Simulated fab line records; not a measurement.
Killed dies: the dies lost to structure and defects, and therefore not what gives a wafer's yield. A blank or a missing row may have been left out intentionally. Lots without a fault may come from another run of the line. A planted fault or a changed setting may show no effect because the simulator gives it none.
What tool caused it? | flow sky130 | 24 lots with 72 wafers sampled at 6 steps, on a route of 708 steps

WHAT EACH GAUGE READ, for each wafer
The record holds no reading of a measuring or inspecting step that can be judged against a usual standard deviation.

WHICH TOOL RAN EACH LOT (tool, then ch and the chambers of the sampled wafers, then the start)
lot  | SKY_FIELD_ISO_STRIP_16             | SKY_NWELL_STRIP_14                  | SKY_NWELL_STRIP_25                  | SKY_LI_CONTACT_CMP_24         | SKY_LOCAL_INTERCONNECT_STRIP_15     | SKY_METAL1_SPUTTER_01
L074 | plasmaAsher-01 ch 0,1, day 2 07:05 | plasmaAsher-02 ch 0,1, day 4 14:27  | plasmaAsher-03 ch 0,1, day 5 08:46  | cmp-02 ch 0,1,3, day 29 07:56 | plasmaAsher-01 ch 0,1, day 30 13:10 | pvdSputter-01, day 31 19:52
L075 | plasmaAsher-01 ch 0,1, day 2 12:17 | plasmaAsher-01 ch 0,1, day 4 22:30  | plasmaAsher-03 ch 0,1, day 5 16:46  | cmp-01 ch 0,1, day 29 19:13   | plasmaAsher-01 ch 0,1, day 30 23:26 | pvdSputter-04, day 32 06:41
L076 | plasmaAsher-01 ch 0,1, day 2 16:49 | plasmaAsher-03 ch 0,1, day 5 04:14  | plasmaAsher-01 ch 0,1, day 5 23:05  | cmp-02 ch 0,1,2, day 30 13:21 | plasmaAsher-03 ch 0,1, day 31 17:17 | pvdSputter-02, day 32 23:13
L077 | plasmaAsher-02 ch 0,1, day 2 20:47 | plasmaAsher-03 ch 0,1, day 5 10:37  | plasmaAsher-02 ch 0,1, day 6 05:41  | cmp-01 ch 0,3, day 30 18:53   | plasmaAsher-01 ch 0, day 31 23:38   | pvdSputter-04, day 33 05:37
L078 | plasmaAsher-01 ch 0,1, day 3 02:20 | plasmaAsher-03 ch 0,1, day 5 13:21  | plasmaAsher-02 ch 0,1, day 6 08:30  | cmp-02 ch 0,1,2, day 30 22:29 | plasmaAsher-02 ch 0,1, day 32 02:40 | pvdSputter-01, day 33 08:21
L079 | plasmaAsher-04 ch 0,1, day 3 06:44 | plasmaAsher-03 ch 0,1, day 5 20:07  | plasmaAsher-02 ch 0,1, day 6 15:14  | cmp-01 ch 0,3, day 31 06:04   | plasmaAsher-01 ch 0,1, day 32 10:16 | pvdSputter-01, day 33 15:24
L080 | plasmaAsher-01 ch 0,1, day 3 12:29 | plasmaAsher-02 ch 0,1, day 6 00:41  | plasmaAsher-03 ch 0,1, day 6 19:51  | cmp-01 ch 0,3, day 31 15:13   | plasmaAsher-03 ch 0,1, day 32 19:23 | pvdSputter-04, day 34 01:09
L081 | plasmaAsher-02 ch 0, day 3 16:34   | plasmaAsher-03 ch 0,1, day 6 05:48  | plasmaAsher-03 ch 0,1, day 7 01:08  | cmp-02 ch 0,2,3, day 31 18:12 | plasmaAsher-03 ch 0,1, day 32 22:30 | pvdSputter-02, day 34 04:08
L082 | plasmaAsher-04 ch 1, day 4 00:59   | plasmaAsher-01 ch 0,1, day 6 17:38  | plasmaAsher-03 ch 0,1, day 7 13:29  | cmp-02 ch 0,1,2, day 32 16:35 | plasmaAsher-03 ch 0,1, day 33 20:08 | pvdSputter-02, day 35 01:53
L083 | plasmaAsher-02 ch 0,1, day 4 04:01 | plasmaAsher-02 ch 0,1, day 6 20:11  | plasmaAsher-03 ch 0,1, day 7 16:02  | cmp-02 ch 2,3, day 32 15:49   | plasmaAsher-01 ch 0,1, day 33 19:34 | pvdSputter-01, day 35 00:59
L084 | plasmaAsher-04 ch 0,1, day 4 08:45 | plasmaAsher-02 ch 0,1, day 7 03:04  | plasmaAsher-02 ch 0,1, day 7 23:38  | cmp-02 ch 0,1,2, day 32 23:58 | plasmaAsher-02 ch 0,1, day 34 03:37 | pvdSputter-04, day 35 09:27
L085 | plasmaAsher-04 ch 0,1, day 4 14:37 | plasmaAsher-01 ch 0,1, day 7 07:25  | plasmaAsher-01 ch 0,1, day 8 03:47  | cmp-01 ch 0,1, day 33 08:30   | plasmaAsher-03 ch 0,1, day 34 11:59 | pvdSputter-01, day 35 16:52
L086 | plasmaAsher-02 ch 0,1, day 4 19:52 | plasmaAsher-02 ch 0,1, day 7 13:29  | plasmaAsher-01 ch 0,1, day 8 10:41  | cmp-02 ch 2,3, day 34 02:49   | plasmaAsher-01 ch 0,1, day 35 06:54 | pvdSputter-02, day 36 12:02
L087 | plasmaAsher-01 ch 0,1, day 5 03:29 | plasmaAsher-02 ch 0, day 7 21:11    | plasmaAsher-02 ch 0,1, day 8 18:47  | cmp-02 ch 0,2, day 34 04:55   | plasmaAsher-02 ch 1, day 35 08:38   | pvdSputter-01, day 36 13:34
L088 | plasmaAsher-04 ch 0,1, day 5 07:04 | plasmaAsher-02 ch 0,1, day 8 02:37  | plasmaAsher-02 ch 0,1, day 8 23:51  | cmp-02 ch 0,1,2, day 34 06:16 | plasmaAsher-02 ch 0,1, day 35 09:49 | pvdSputter-04, day 36 15:00
L089 | plasmaAsher-02 ch 0,1, day 5 12:47 | plasmaAsher-03 ch 0,1, day 8 08:25  | plasmaAsher-03 ch 0,1, day 9 06:23  | cmp-02 ch 1,2,3, day 34 08:21 | plasmaAsher-03 ch 0,1, day 35 11:56 | pvdSputter-02, day 36 17:34
L090 | plasmaAsher-02 ch 0,1, day 5 17:19 | plasmaAsher-03 ch 0,1, day 8 11:52  | plasmaAsher-02 ch 0,1, day 9 09:21  | cmp-02 ch 1,2,3, day 34 22:09 | plasmaAsher-02 ch 0,1, day 36 01:40 | pvdSputter-02, day 37 06:50
L091 | plasmaAsher-04 ch 0,1, day 5 21:19 | plasmaAsher-02 ch 0,1, day 8 16:14  | plasmaAsher-02 ch 0,1, day 9 13:50  | cmp-01 ch 0,1, day 34 23:04   | plasmaAsher-01 ch 0,1, day 36 02:59 | pvdSputter-01, day 37 08:11
L092 | plasmaAsher-01 ch 0,1, day 6 04:00 | plasmaAsher-03 ch 0,1, day 8 23:21  | plasmaAsher-01 ch 0,1, day 9 22:06  | cmp-01 ch 0,1,3, day 35 03:10 | plasmaAsher-01 ch 0,1, day 36 06:36 | pvdSputter-02, day 37 11:25
L093 | plasmaAsher-02 ch 0, day 6 07:40   | plasmaAsher-02 ch 0,1, day 9 07:01  | plasmaAsher-03 ch 0,1, day 10 06:05 | cmp-02 ch 0,1,3, day 35 18:38 | plasmaAsher-03 ch 0,1, day 36 20:56 | pvdSputter-01, day 38 01:44
L094 | plasmaAsher-02 ch 0,1, day 6 13:08 | plasmaAsher-03 ch 0,1, day 9 13:29  | plasmaAsher-03 ch 0,1, day 10 12:42 | cmp-01 ch 1,2,3, day 36 01:13 | plasmaAsher-03 ch 0,1, day 37 03:38 | pvdSputter-04, day 38 08:56
L095 | plasmaAsher-04 ch 0,1, day 6 18:53 | plasmaAsher-02 ch 0,1, day 10 00:33 | plasmaAsher-03 ch 0,1, day 10 23:27 | cmp-01 ch 2,3, day 36 13:22   | plasmaAsher-03 ch 0, day 37 16:29   | pvdSputter-04, day 38 21:29
L096 | plasmaAsher-02 ch 0,1, day 6 23:46 | plasmaAsher-03 ch 0,1, day 10 06:46 | plasmaAsher-01 ch 0,1, day 11 07:06 | cmp-02 ch 0,2,3, day 36 19:11 | plasmaAsher-02 ch 0,1, day 37 22:13 | pvdSputter-01, day 39 03:01
L097 | plasmaAsher-04 ch 0,1, day 7 04:13 | plasmaAsher-02 ch 0,1, day 10 09:36 | plasmaAsher-03 ch 0,1, day 11 10:01 | cmp-01 ch 1,2, day 36 21:54   | plasmaAsher-03 ch 1, day 38 01:05   | pvdSputter-02, day 39 05:10
- SKY_FIELD_ISO_STRIP_16: strips in O2/N2.
- SKY_NWELL_STRIP_14: strips in O2/N2.
- SKY_NWELL_STRIP_25: strips in O2/N2.
- SKY_LI_CONTACT_CMP_24: polishes, stops on PSG, t overpolish 20 s, target thk 0 nm.
- SKY_LOCAL_INTERCONNECT_STRIP_15: strips in O2/N2.
- SKY_METAL1_SPUTTER_01: material TiN, target thk 20 nm, time 16.7 s.

AS READ BY THE TOOLS THEMSELVES (means over the sampled wafers that have a number; for cases with no such wafer, the mark the record gives instead)
SKY_FIELD_ISO_STRIP_16.
lot  | tool           | drypumpMotorCurrentA (A) | oesProductAu (a.u.) | stripTimeToEndpointS (s)
L074 | plasmaAsher-01 | 5.67                     | 0.375               | 3.568
L075 | plasmaAsher-01 | 5.67                     | 0.379               | 3.536
L076 | plasmaAsher-01 | 5.57                     | 0.383               | 3.631
L077 | plasmaAsher-02 | 5.68                     | 0.383               | 3.605
L078 | plasmaAsher-01 | 5.66                     | 0.381               | 3.569
L079 | plasmaAsher-04 | 5.53                     | 0.377               | 3.574
L080 | plasmaAsher-01 | 5.55                     | 0.380               | 3.582
L081 | plasmaAsher-02 | 5.18                     | 0.384               | 3.573
L082 | plasmaAsher-04 | 5.88                     | 0.373               | 3.575
L083 | plasmaAsher-02 | 5.66                     | 0.381               | 3.506
L084 | plasmaAsher-04 | 5.71                     | 0.374               | 3.566
L085 | plasmaAsher-04 | 5.72                     | 0.382               | 3.579
L086 | plasmaAsher-02 | 5.44                     | 0.375               | 3.568
L087 | plasmaAsher-01 | 5.65                     | 0.375               | 3.592
L088 | plasmaAsher-04 | 5.73                     | 0.381               | 3.567
L089 | plasmaAsher-02 | 5.70                     | 0.377               | 3.578
L090 | plasmaAsher-02 | 5.45                     | 0.376               | 3.555
L091 | plasmaAsher-04 | 5.72                     | 0.380               | 3.547
L092 | plasmaAsher-01 | 5.65                     | 0.381               | 3.597
L093 | plasmaAsher-02 | 5.19                     | 0.376               | 3.557
L094 | plasmaAsher-02 | 5.67                     | 0.378               | 3.556
L095 | plasmaAsher-04 | 5.53                     | 0.378               | 3.543
L096 | plasmaAsher-02 | 5.67                     | 0.380               | 3.546
L097 | plasmaAsher-04 | 5.54                     | 0.383               | 3.615

SKY_NWELL_STRIP_14.
lot  | tool           | drypumpMotorCurrentA (A) | oesProductAu (a.u.) | stripTimeToEndpointS (s)
L074 | plasmaAsher-02 | 5.7                      | 0.722               | 36.78
L075 | plasmaAsher-01 | 5.7                      | 0.722               | 36.99
L076 | plasmaAsher-03 | 6.4                      | 0.726               | 36.95
L077 | plasmaAsher-03 | 6.1                      | 0.729               | 37.09
L078 | plasmaAsher-03 | 6.1                      | 0.725               | 36.97
L079 | plasmaAsher-03 | 6.1                      | 0.725               | 37.12
L080 | plasmaAsher-02 | 5.7                      | 0.723               | 37.10
L081 | plasmaAsher-03 | 6.1                      | 0.720               | 37.06
L082 | plasmaAsher-01 | 5.7                      | 0.721               | 37.06
L083 | plasmaAsher-02 | 5.4                      | 0.721               | 36.87
L084 | plasmaAsher-02 | 5.4                      | 0.725               | 36.92
L085 | plasmaAsher-01 | 5.6                      | 0.717               | 36.89
L086 | plasmaAsher-02 | 5.7                      | 0.723               | 36.85
L087 | plasmaAsher-02 | 5.2                      | 0.726               | 36.84
L088 | plasmaAsher-02 | 5.7                      | 0.719               | 37.08
L089 | plasmaAsher-03 | 6.4                      | 0.728               | 36.91
L090 | plasmaAsher-03 | 6.4                      | 0.723               | 36.97
L091 | plasmaAsher-02 | 5.7                      | 0.722               | 36.83
L092 | plasmaAsher-03 | 6.1                      | 0.723               | 36.86
L093 | plasmaAsher-02 | 5.7                      | 0.722               | 36.82
L094 | plasmaAsher-03 | 6.1                      | 0.720               | 36.86
L095 | plasmaAsher-02 | 5.7                      | 0.720               | 36.90
L096 | plasmaAsher-03 | 6.5                      | 0.726               | 37.13
L097 | plasmaAsher-02 | 5.7                      | 0.724               | 37.01

SKY_NWELL_STRIP_25.
lot  | tool           | drypumpMotorCurrentA (A) | oesProductAu (a.u.) | stripTimeToEndpointS (s)
L074 | plasmaAsher-03 | 6.4                      | 0.726               | 36.65
L075 | plasmaAsher-03 | 6.4                      | 0.723               | 36.66
L076 | plasmaAsher-01 | 5.7                      | 0.725               | 36.55
L077 | plasmaAsher-02 | 5.4                      | 0.725               | 36.71
L078 | plasmaAsher-02 | 5.7                      | 0.720               | 36.60
L079 | plasmaAsher-02 | 5.4                      | 0.727               | 36.54
L080 | plasmaAsher-03 | 6.4                      | 0.719               | 36.74
L081 | plasmaAsher-03 | 6.1                      | 0.725               | 36.40
L082 | plasmaAsher-03 | 6.5                      | 0.727               | 36.60
L083 | plasmaAsher-03 | 6.4                      | 0.725               | 36.59
L084 | plasmaAsher-02 | 5.4                      | 0.724               | 36.58
L085 | plasmaAsher-01 | 5.7                      | 0.720               | 36.52
L086 | plasmaAsher-01 | 5.6                      | 0.722               | 36.55
L087 | plasmaAsher-02 | 5.7                      | 0.726               | 36.59
L088 | plasmaAsher-02 | 5.4                      | 0.723               | 36.55
L089 | plasmaAsher-03 | 6.4                      | 0.720               | 36.57
L090 | plasmaAsher-02 | 5.7                      | 0.721               | 36.64
L091 | plasmaAsher-02 | 5.7                      | 0.723               | 36.66
L092 | plasmaAsher-01 | 5.6                      | 0.721               | 36.64
L093 | plasmaAsher-03 | 6.4                      | 0.719               | 36.45
L094 | plasmaAsher-03 | 6.4                      | 0.723               | 36.59
L095 | plasmaAsher-03 | 6.4                      | 0.720               | 36.58
L096 | plasmaAsher-01 | 5.6                      | 0.724               | 36.56
L097 | plasmaAsher-03 | 6.4                      | 0.725               | 36.69

SKY_LI_CONTACT_CMP_24.
lot  | tool   | motorCurrentA (A) | overpolishRunS (s) | timeToEndpointS (s)
L074 | cmp-02 | 10.3              | 19.994             | 101
L075 | cmp-01 | 11.2              | 19.993             | 100
L076 | cmp-02 | 11.0              | 19.995             | 99
L077 | cmp-01 | 11.0              | 20.008             | 100
L078 | cmp-02 | 11.3              | 20.002             | 103
L079 | cmp-01 | 11.4              | 20.006             | 99
L080 | cmp-01 | 11.0              | 20.003             | 99
L081 | cmp-02 | 10.9              | 20.004             | 101
L082 | cmp-02 | 11.2              | 19.999             | 100
L083 | cmp-02 | 11.3              | 19.993             | 99
L084 | cmp-02 | 11.4              | 19.996             | 103
L085 | cmp-01 | 11.1              | 20.004             | 97
L086 | cmp-02 | 10.4              | 20.003             | 96
L087 | cmp-02 | 11.3              | 20.001             | 104
L088 | cmp-02 | 11.2              | 20.000             | 101
L089 | cmp-02 | 10.8              | 20.002             | 101
L090 | cmp-02 | 10.8              | 19.993             | 99
L091 | cmp-01 | 11.3              | 19.993             | 98
L092 | cmp-01 | 11.3              | 20.000             | 98
L093 | cmp-02 | 10.6              | 20.006             | 100
L094 | cmp-01 | 11.1              | 20.006             | 100
L095 | cmp-01 | 11.1              | 19.995             | 97
L096 | cmp-02 | 10.7              | 19.989             | 100
L097 | cmp-01 | 11.3              | 20.007             | 94

SKY_LOCAL_INTERCONNECT_STRIP_15.
lot  | tool           | drypumpMotorCurrentA (A) | oesProductAu (a.u.) | stripTimeToEndpointS (s)
L074 | plasmaAsher-01 | 5.7                      | 0.427               | 4.724
L075 | plasmaAsher-01 | 5.5                      | 0.423               | 4.711
L076 | plasmaAsher-03 | 6.4                      | 0.429               | 4.754
L077 | plasmaAsher-01 | 5.5                      | 0.423               | 4.733
L078 | plasmaAsher-02 | 5.7                      | 0.423               | 4.700
L079 | plasmaAsher-01 | 5.6                      | 0.423               | 4.713
L080 | plasmaAsher-03 | 6.1                      | 0.423               | 4.715
L081 | plasmaAsher-03 | 6.1                      | 0.426               | 4.753
L082 | plasmaAsher-03 | 6.1                      | 0.423               | 4.710
L083 | plasmaAsher-01 | 5.7                      | 0.429               | 4.723
L084 | plasmaAsher-02 | 5.4                      | 0.421               | 4.697
L085 | plasmaAsher-03 | 6.1                      | 0.431               | 4.723
L086 | plasmaAsher-01 | 5.6                      | 0.428               | 4.716
L087 | plasmaAsher-02 | 5.9                      | 0.428               | 4.711
L088 | plasmaAsher-02 | 5.7                      | 0.426               | 4.705
L089 | plasmaAsher-03 | 6.1                      | 0.424               | 4.748
L090 | plasmaAsher-02 | 5.4                      | 0.433               | 4.728
L091 | plasmaAsher-01 | 5.6                      | 0.423               | 4.693
L092 | plasmaAsher-01 | 5.6                      | 0.432               | 4.701
L093 | plasmaAsher-03 | 6.1                      | 0.424               | 4.704
L094 | plasmaAsher-03 | 6.2                      | 0.426               | 4.683
L095 | plasmaAsher-03 | 6.8                      | 0.427               | 4.744
L096 | plasmaAsher-02 | 5.7                      | 0.425               | 4.753
L097 | plasmaAsher-03 | 5.8                      | 0.429               | 4.755

SKY_METAL1_SPUTTER_01.
lot  | tool          | cathodeDcPowerW (W) | chamberPressurePa (Pa) | throttleValvePct (%)
L074 | pvdSputter-01 | 6499.4              | 0.4005                 | 30.6
L075 | pvdSputter-04 | 6498.9              | 0.4007                 | 29.2
L076 | pvdSputter-02 | 6500.7              | 0.3996                 | 30.4
L077 | pvdSputter-04 | 6499.8              | 0.4001                 | 30.1
L078 | pvdSputter-01 | 6501.0              | 0.4002                 | 29.5
L079 | pvdSputter-01 | 6499.7              | 0.4005                 | 30.1
L080 | pvdSputter-04 | 6499.9              | 0.4004                 | 29.5
L081 | pvdSputter-02 | 6498.7              | 0.4005                 | 30.9
L082 | pvdSputter-02 | 6500.8              | 0.3995                 | 31.0
L083 | pvdSputter-01 | 6500.2              | 0.4000                 | 30.3
L084 | pvdSputter-04 | 6499.7              | 0.3995                 | 29.3
L085 | pvdSputter-01 | 6499.9              | 0.3997                 | 29.5
L086 | pvdSputter-02 | 6502.1              | 0.4000                 | 31.1
L087 | pvdSputter-01 | 6500.2              | 0.4000                 | 30.4
L088 | pvdSputter-04 | 6500.5              | 0.3997                 | 30.1
L089 | pvdSputter-02 | 6501.0              | 0.3996                 | 29.8
L090 | pvdSputter-02 | 6499.6              | 0.4007                 | 30.3
L091 | pvdSputter-01 | 6500.0              | 0.4002                 | 29.7
L092 | pvdSputter-02 | 6500.4              | 0.3997                 | 30.6
L093 | pvdSputter-01 | 6500.0              | 0.4001                 | 29.4
L094 | pvdSputter-04 | 6501.2              | 0.4003                 | 31.0
L095 | pvdSputter-04 | 6498.6              | 0.3999                 | 30.3
L096 | pvdSputter-01 | 6499.7              | 0.3990                 | 29.6
L097 | pvdSputter-02 | 6500.2              | 0.4004                 | 31.0

THE ANSWER, worked out from the rows above alone
Rule: usual is defined by the lots themselves. The widest of any qualifying gaps counts: lots, ordered by their means at a reading, are off when they make up no more than a third of the lots, leave a main group of 4 or more, and stand apart from it by 3 or more times the standard deviation of that group's means. The tables above print the reading to a certain number of digits; a main group whose means all agree to those digits is not used. Also off: a lot with no number at a reading for which 4 or more lots have one. The other lots that the step has rows for count as sound. The gauges are gone through in route order, then the tools' own readings, and for those a lot's mean is taken as printed above. At the first step where some lot is off, the reading lying furthest off is the one used; lots without a number count as furthest.
Nothing can be told from this: no lot is off at any reading shown.

WHAT HAD BEEN PUT IN BY THE SIMULATOR
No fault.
